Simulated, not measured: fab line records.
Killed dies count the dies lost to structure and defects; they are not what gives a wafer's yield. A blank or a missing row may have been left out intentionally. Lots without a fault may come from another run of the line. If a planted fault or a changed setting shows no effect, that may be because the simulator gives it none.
A lot that was struck, set against a sound lot ; flow sky130 ; 18 steps out of a route of 708
Sound: the wafers L758.2, L758.3, L758.4. Struck: wafer L766.3. (L766.2, L766.5 of the same lot were not struck and are left out.) The cause comes at the end.
At each step with rows: each side's tool, then ch and its chambers, then its first start. Under that, the readings that differ: sound wafers ; struck wafers ; difference of the means ; sigmas: that difference in standard deviations of wafers without a fault.
alike: readings whose means differ by less than 2 such deviations, and words and numbers that are the same on both sides. not compared: withheld readings, readings that some wafer has no value for, bounds like >300 that may hide the same value, and numbers for which the record gives no deviation and whose values overlap.
Wherever a step has rows on one side only, a row that says differs or no value, or a row with sigmas, the two part there. Non-overlapping numbers with no deviation appear without sigmas and do not part them. A reading that every wafer of one side lacks parts them only if that side has two wafers or more.

first, 5 steps without rows for these wafers: SKY_VIA4_COAT_06 (resist thk 1140 nm); SKY_VIA4_SOFTBAKE_07 (time 60 s); SKY_VIA4_EXPOSE_08 (exposes mask VIM4, target cd 800 nm); SKY_VIA4_PEB_09; SKY_VIA4_DEVELOP_10 (develop time 60 s).
SKY_VIA4_OVL_MEAS_11:
  sound on overlay-01, day 42 15:46; struck on overlay-01, day 45 19:19
  alike: VIA4_OVL
SKY_VIA4_ETCH_12: etches SiO2 in C4F8/O2/Ar, stops on TiN, target depth 580 nm.
  sound on rieDiel-03 ch 0,1, day 42 15:48; struck on rieDiel-01 ch 0, day 45 19:21
  alike: oesProductAu
SKY_VIA4_STRIP_13: strips in O2/N2.
  sound on plasmaAsher-03 ch 0,1, day 42 15:52; struck on plasmaAsher-02 ch 0, day 45 19:25
  alike: drypumpMotorCurrentA, oesProductAu, stripTimeToEndpointS
  not compared: rfHoursCounterH
then, 3 steps without rows for these wafers: SKY_VIA4_STRIP_14 (strips in post etch residue remover, time 1200 s); SKY_VIA4_CLEAN_15 (cleans in IPA, time 180 s); SKY_VIA4_CLEAN_16 (cleans in O3/DIW).
SKY_VIA4_SPUTTER_17: material TiN, target thk 20 nm, time 80 s.
  sound on pvdSputter-02, day 42 16:33; struck on pvdSputter-02, day 45 20:11
  alike: cathodeDcPowerW, throttleValvePct
SKY_VIA4_CVD_18: deposits W, target thk 505 nm, time 152.14 s.
  sound on cvdW-02 ch 0,1, day 42 16:37; struck on cvdW-02 ch 0, day 45 20:14
reading;sound;struck;difference;sigmas
model.W_of_VIA4_CVD_18.thkNm (nm);496.7 499.6 496.3;799.3;+301.8;
  alike: heaterPowerW
SKY_VIA4_RS_MEAS_19: the measuring method here is four-point-probe.
  sound on filmMetro-03, day 42 16:47; struck on filmMetro-02, day 45 20:25
reading;sound;struck;difference;sigmas
VIA4_W_RS (ohm/sq);0.2301 0.2288 0.2302;0.1429;-0.0868;-36
SKY_VIA4_THK_MEAS_20: measures by xrf.
  sound on filmMetro-03, day 42 16:53; struck on filmMetro-02, day 45 20:31
reading;sound;struck;difference;sigmas
VIA4_W_THK (nm);495 498 496;800;+304;+48
SKY_VIA4_CMP_21: polishes, stops on SiO2, t overpolish 25 s, target thk 0 nm.
  sound on cmp-02 ch 0,1,2, day 42 17:04; struck on cmp-02 ch 2, day 45 20:37
reading;sound;struck;difference;sigmas
timeToEndpointS (s);121 115 119;203;+85;+19
  alike: edgeZonePressureFrac, motorCurrentA, platenRpm
SKY_METAL5_SPUTTER_00: material Ti, target thk 15 nm, time 10 s.
  sound on pvdSputter-01, day 42 17:22; struck on pvdSputter-01, day 45 20:55
  alike: cathodeDcPowerW, throttleValvePct
SKY_PAD_OPEN_PROBE_99:
  the record holds rows for the sound wafers here (prober-01, day 45 15:23) but none for the struck ones

## WHERE THEY PART
Earliest at SKY_VIA4_RS_MEAS_19; latest, in this record, at SKY_PAD_OPEN_PROBE_99.

WHY: what the simulator had put in
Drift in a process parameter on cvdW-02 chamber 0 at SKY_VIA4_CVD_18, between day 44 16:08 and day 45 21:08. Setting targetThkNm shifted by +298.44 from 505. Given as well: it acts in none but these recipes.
